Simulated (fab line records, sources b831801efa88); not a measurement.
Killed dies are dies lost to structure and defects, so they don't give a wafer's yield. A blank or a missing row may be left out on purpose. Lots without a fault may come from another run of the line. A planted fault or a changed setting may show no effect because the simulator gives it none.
Chamber matching | flow sky130 | SKY_VIA2_CMP_02 on cmp-02: 4 sister chambers
The step polishes SiO2. 8 wafers are shown with their chamber, then 12 later ones without.

WAFERS WITH THEIR CHAMBER
wafer  | chamber | motor_current_A (A) | slurry_filter_dp_kPa (kPa)
L082.2 | 3       | 13.1                | 13.44
L083.4 | 3       | 13.0                | 13.66
L085.3 | 1       | 13.6                | 13.36
L085.5 | 2       | 12.0                | 13.43
L085.6 | 1       | 12.6                | 13.59
L089.2 | 2       | 11.2                | 13.57
L089.4 | 0       | 11.1                | 13.59
L089.5 | 0       | 11.5                | 13.48

WAFERS WITHOUT THEIR CHAMBER
wafer  | motor_current_A (A) | slurry_filter_dp_kPa (kPa)
L090.1 | 11.1                | 13.63
L090.2 | 13.1                | 13.46
L090.6 | 10.4                | 13.35
L092.1 | 13.2                | 13.35
L092.3 | 12.1                | 13.41
L092.5 | 11.8                | 13.45
L094.1 | 11.3                | 13.35
L094.5 | 13.5                | 13.52
L094.6 | 10.9                | 13.59
L097.2 | 12.7                | 13.72
L097.3 | 11.6                | 13.40
L097.5 | 12.3                | 13.40

WHICH CHAMBER EACH WENT THROUGH
wafer  | from the rows above               | in truth
L090.1 | can't be placed: 0 or 2           | 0
L090.2 | can't be placed: 1 or 3           | 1
L090.6 | can't be placed: 0 or 2           | 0
L092.1 | can't be placed: 1 or 3           | 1
L092.3 | can't be placed: 2 or 0 or 1 or 3 | 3
L092.5 | can't be placed: 2 or 0           | 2
L094.1 | can't be placed: 2 or 0           | 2
L094.5 | can't be placed: 1 or 3           | 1
L094.6 | can't be placed: 0 or 2           | 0
L097.2 | can't be placed: 3 or 1 or 2 or 0 | 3
L097.3 | can't be placed: 2 or 0           | 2
L097.5 | can't be placed: 2 or 1 or 3 or 0 | 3
Placed correctly: 0 of 12. Can't be placed from these rows: 12 (the true chamber is among the candidates in 12). Placed wrongly: 0.
How it was worked out, from the rows above alone: a wafer's distance from a chamber is the root of the sum, over the readings, of the square of ((its reading less the chamber's mean) divided by the reading's scatter). The wafer belongs to the nearest chamber; if the next one is less than 2 further off, it can't be placed. A chamber's mean is the mean of its shown wafers. The scatter: the root of (the sum of the squares of (reading less its chamber's mean) over the shown wafers, divided by (wafers less chambers)).
